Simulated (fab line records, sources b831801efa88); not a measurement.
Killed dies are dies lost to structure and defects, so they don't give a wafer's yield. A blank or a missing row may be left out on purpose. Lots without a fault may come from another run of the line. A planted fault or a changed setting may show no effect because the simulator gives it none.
Which tool did it? | flow gf180mcu | 15 lots, 45 wafers sampled, at 5 steps of a route of 602

WHAT THE GAUGES READ, wafer by wafer
GF_DNWELL_TW_MEAS_09.
lot  | measured    | on            | DNWELL_TW
L381 | day 2 19:58 | film_metro-04 | 1354 1363 1359
L382 | day 3 00:11 | film_metro-04 | 1363 1353 1358
L383 | day 3 05:58 | film_metro-03 | 1358 1349 1348
L384 | day 3 13:32 | film_metro-02 | 1325 1331 1329
L385 | day 3 16:26 | film_metro-04 | 1357 1354 1362
L388 | day 4 07:22 | film_metro-02 | 1345 1348 1343
L389 | day 4 14:03 | film_metro-02 | 1341 1339 1338
L390 | day 4 18:52 | film_metro-02 | 1343 1347 1350
L391 | day 4 22:04 | film_metro-03 | 1346 1340 1344
L396 | day 6 02:23 | film_metro-04 | 31 31 31
L397 | day 6 07:34 | film_metro-04 | 31 31 31
L398 | day 6 11:48 | film_metro-04 | 31 31 31
L402 | day 7 10:40 | film_metro-02 | 1340 1343 1339
L403 | day 7 14:35 | film_metro-02 | 1340 1331 1342
L404 | day 7 23:11 | film_metro-02 | 1335 1332 1332

GF_VT_IMPLANT_RS_MEAS_46: measures by four-point-probe.
lot  | measured     | on            | MVSD_RS (ohm/sq)
L381 | day 7 15:15  | film_metro-04 | 456.5 455.7 456.0
L382 | day 7 20:38  | film_metro-04 | 458.2 458.9 457.8
L383 | day 8 03:45  | film_metro-01 | 455.1 456.7 456.5
L384 | day 8 12:21  | film_metro-01 | 457.6 456.8 457.6
L385 | day 8 15:28  | film_metro-01 | 457.7 458.7 457.6
L388 | day 9 11:07  | film_metro-04 | 458.1 457.0 457.6
L389 | day 9 18:20  | film_metro-04 | 457.8 458.8 457.5
L390 | day 10 00:20 | film_metro-04 | 457.9 456.1 456.9
L391 | day 10 06:01 | film_metro-01 | 456.6 457.6 455.6
L396 | day 11 15:14 | film_metro-04 | 458.8 458.1 459.9
L397 | day 11 22:52 | film_metro-04 | 457.0 457.4 456.9
L398 | day 12 03:59 | film_metro-01 | 455.2 457.6 456.0
L402 | day 13 08:54 | film_metro-03 | 455.6 455.8 455.1
L403 | day 13 17:04 | film_metro-01 | 458.6 457.4 458.0
L404 | day 14 04:05 | film_metro-04 | 458.6 456.9 458.1

GF_M1_THK_MEAS_06: measures by xrf.
lot  | measured     | on            | M1_ALCU_THK (nm)
L381 | day 16 08:36 | film_metro-02 | 456 448 450
L382 | day 16 18:56 | film_metro-01 | 447 447 448
L383 | day 16 22:20 | film_metro-02 | 449 450 452
L384 | day 17 13:13 | film_metro-02 | 458 452 457
L385 | day 17 20:25 | film_metro-03 | 451 455 456
L388 | day 18 15:01 | film_metro-01 | 455 454 444
L389 | day 19 05:31 | film_metro-01 | 450 438 442
L390 | day 19 09:24 | film_metro-01 | 449 446 451
L391 | day 19 17:45 | film_metro-02 | 450 460 451
L396 | day 21 11:47 | film_metro-03 | 449 452 448
L397 | day 22 01:22 | film_metro-03 | 456 456 450
L398 | day 22 04:55 | film_metro-02 | 451 455 447
L402 | day 23 13:13 | film_metro-01 | 457 457 454
L403 | day 23 22:41 | film_metro-01 | 453 459 448
L404 | day 24 11:31 | film_metro-02 | 444 442 448

WHICH TOOL RAN EACH LOT (tool, then ch and the chambers of the sampled wafers, then the start)
lot  | GF_DNWELL_DEVELOP_06             | GF_M1_SPUTTER_02
L381 | litho_track-02 ch 0, day 2 19:00 | pvd_sputter-04, day 16 08:23
L382 | litho_track-04 ch 0, day 2 23:00 | pvd_sputter-02, day 16 18:41
L383 | litho_track-01 ch 0, day 3 05:00 | pvd_sputter-04, day 16 22:07
L384 | litho_track-04 ch 0, day 3 13:00 | pvd_sputter-04, day 17 13:01
L385 | litho_track-04 ch 0, day 3 16:00 | pvd_sputter-02, day 17 20:12
L388 | litho_track-02 ch 0, day 4 06:00 | pvd_sputter-04, day 18 14:47
L389 | litho_track-04 ch 0, day 4 13:00 | pvd_sputter-02, day 19 05:17
L390 | litho_track-01 ch 0, day 4 18:00 | pvd_sputter-04, day 19 09:11
L391 | litho_track-01 ch 0, day 4 21:00 | pvd_sputter-03, day 19 17:32
L396 | litho_track-04, day 6 01:00      | pvd_sputter-03, day 21 11:35
L397 | litho_track-01, day 6 07:00      | pvd_sputter-04, day 22 01:09
L398 | litho_track-04, day 6 11:00      | pvd_sputter-04, day 22 04:41
L402 | litho_track-01 ch 0, day 7 10:00 | pvd_sputter-04, day 23 12:59
L403 | litho_track-04 ch 0, day 7 14:00 | pvd_sputter-04, day 23 22:28
L404 | litho_track-04 ch 0, day 7 22:00 | pvd_sputter-02, day 24 11:19
- GF_DNWELL_DEVELOP_06: develop time 60 s.
- GF_M1_SPUTTER_02: material AlCu, target thk 450 nm, time 23.9 s.

WHAT THE TOOLS THEMSELVES READ (means of the sampled wafers that have a number; where no wafer has one, the mark that the record gives instead)
GF_DNWELL_DEVELOP_06.
lot  | tool           | chill_plate_temp_C (C)
L381 | litho_track-02 | 22.93
L382 | litho_track-04 | 22.90
L383 | litho_track-01 | 23.02
L384 | litho_track-04 | 22.99
L385 | litho_track-04 | 23.11
L388 | litho_track-02 | 23.11
L389 | litho_track-04 | 22.93
L390 | litho_track-01 | 23.00
L391 | litho_track-01 | 23.07
L396 | litho_track-04 | -
L397 | litho_track-01 | -
L398 | litho_track-04 | -
L402 | litho_track-01 | 22.98
L403 | litho_track-04 | 23.08
L404 | litho_track-04 | 22.97

GF_M1_SPUTTER_02.
lot  | tool           | throttle_valve_pct (%)
L381 | pvd_sputter-04 | 29.2
L382 | pvd_sputter-02 | 31.0
L383 | pvd_sputter-04 | 29.3
L384 | pvd_sputter-04 | 29.1
L385 | pvd_sputter-02 | 30.6
L388 | pvd_sputter-04 | 30.9
L389 | pvd_sputter-02 | 30.1
L390 | pvd_sputter-04 | 29.2
L391 | pvd_sputter-03 | 29.7
L396 | pvd_sputter-03 | 29.9
L397 | pvd_sputter-04 | 29.8
L398 | pvd_sputter-04 | 30.1
L402 | pvd_sputter-04 | 30.3
L403 | pvd_sputter-04 | 29.4
L404 | pvd_sputter-02 | 30.3

THE ANSWER, worked out from the rows above alone
Rule: what is usual is taken from the lots themselves. Put in order of their means at a reading, lots are off if they are a third of the lots or fewer, leave a main group of 4 or more, and stand apart from it by a gap of 3 or more times the standard deviation of the main group's means; of several such gaps the widest counts. A main group whose means are all the same, to the digits that the tables above print for the reading, isn't used. A lot without any number at a reading at which 4 lots or more have one is off too. The other lots that the step has rows for count as sound. The gauges are gone through in route order, then the tools' own readings, and for those a lot's mean is taken as printed above. The first step at which some lot is off is used, and at that step the reading that is off furthest; a lot without a number counts as furthest.
Off: L396, L397, L398, at GF_DNWELL_TW_MEAS_09 (DNWELL_TW). The main group: mean 1345, standard deviation 9.5.
A tool fits if, at a process step before that reading, it ran every lot that is off, and no sound lot after the first of them. The gauges at GF_DNWELL_TW_MEAS_09 aren't tried: what is off there is off at GF_DNWELL_DEVELOP_06 too, on other tools, and a gauge's error can't cause that. None of those tried fits.

WHAT THE SIMULATOR HAD PUT IN
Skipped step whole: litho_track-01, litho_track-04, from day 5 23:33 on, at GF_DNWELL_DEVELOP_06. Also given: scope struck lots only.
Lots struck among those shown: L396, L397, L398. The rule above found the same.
